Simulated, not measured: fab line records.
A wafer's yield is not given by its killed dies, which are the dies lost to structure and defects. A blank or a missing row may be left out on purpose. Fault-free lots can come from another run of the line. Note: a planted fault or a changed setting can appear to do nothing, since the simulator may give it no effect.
A single fault, viewed from 2 desks ; flow sky130 ; every desk sees just its own numbers, and what lay behind them comes last

== FROM THE METROLOGY DESK ==
What the gauges read for every lot (on any tool): the sampled wafers with a number, averaged. The brackets show how far a lot's mean lies from the usual mean; more than 4 standard deviations puts the lot out of limits, marked OUT.
Columns: A = FIELD_ISO_OXIDATION_01_THK at SKY_FIELD_ISO_THK_MEAS_23, usual 10.09 nm; B = NWELL_TW at SKY_NWELL_TW_MEAS_15, usual 1838; C = NWELL_2_TW at SKY_NWELL_TW_MEAS_26, usual 501.2
lot;first seen here;A;B;C
L612;day 2 08:49;9.97;1836;503.4
L613;day 2 11:49;10.06;1842;504.3
L614;day 2 17:12;10.19;1837;502.4
L615;day 2 23:35;10.09;1827;497.0
L616;day 3 06:13;10.06;1822;30.0 (-99 or more) OUT
L617;day 3 08:16;10.01;1838;30.0 (-99 or more) OUT
L626;day 5 09:11;10.03;1847;504.2
L628;day 5 17:52;9.95;1835;498.9
L630;day 6 05:00;10.01;1850;504.5
L631;day 6 10:39;9.86;1849;505.3
L632;day 6 14:46;10.06;1858;497.5
L633;day 6 21:39;10.10;1850;500.7
L634;day 7 00:55;10.03;1824;506.6
L635;day 7 06:36;10.19;1820;504.4
Finding of this desk: L616, L617 out of limits, first seen on L616 at day 6 09:31 (NWELL_2_TW at SKY_NWELL_TW_MEAS_26). L612, L613, L614, L615, L626, L628, L630, L631, L632, L633, L634, L635: within limits.

== DESK OF THE TOOL OWNER: plasma-asher-04 ==
The tool's own readings at SKY_NWELL_STRIP_14 (strips in O2/N2): means of the sampled wafers that have a number, for each lot that ran on this tool. The brackets show how far a lot's mean lies from the usual mean; more than 4 standard deviations puts the lot out of limits, marked OUT.
Columns: A = chamber-pressure-mTorr at SKY_NWELL_STRIP_14, usual 1500.1 mTorr; B = drypump-motor-current-A at SKY_NWELL_STRIP_14, usual 5.6 A; C = o2-flow-sccm at SKY_NWELL_STRIP_14, usual 3001 sccm; D = oes-product-au at SKY_NWELL_STRIP_14, usual 0.723 a.u.; E = strip-time-to-endpoint-s at SKY_NWELL_STRIP_14, usual 36.84 s
lot;first seen here;A;B;C;D;E
L612;day 4 15:30;1498.9;4.7;3005;0.724;36.82
L615;day 5 05:46;1501.1;5.3;3005;0.721;36.87
L626;day 8 02:27;1499.6;5.9;3004;0.723;36.82
L631;day 9 07:36;1499.5;5.3;3002;0.721;37.00
L634;day 9 15:43;1501.5;5.3;3006;0.722;36.74
L635;day 10 01:46;1499.3;6.5;2983;0.721;36.71
Result from this desk: across the 6 lots, nothing is out of limits.

== PUT TOGETHER ==
On L616, L617, the metrology desk was in a position to raise an alarm at day 6 09:31.
The tool owner's desk saw nothing out of limits.
The tool owner's desk has no number on record for L616, L617.
All the named lots went through SKY_NWELL_STRIP_14 on plasma-asher-04.

== WHAT THE SIMULATOR PUT IN ==
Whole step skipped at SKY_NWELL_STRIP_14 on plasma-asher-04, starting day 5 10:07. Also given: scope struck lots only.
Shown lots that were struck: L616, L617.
Hours from the fault's start to each desk's first reading out of limits: the metrology desk, 23.
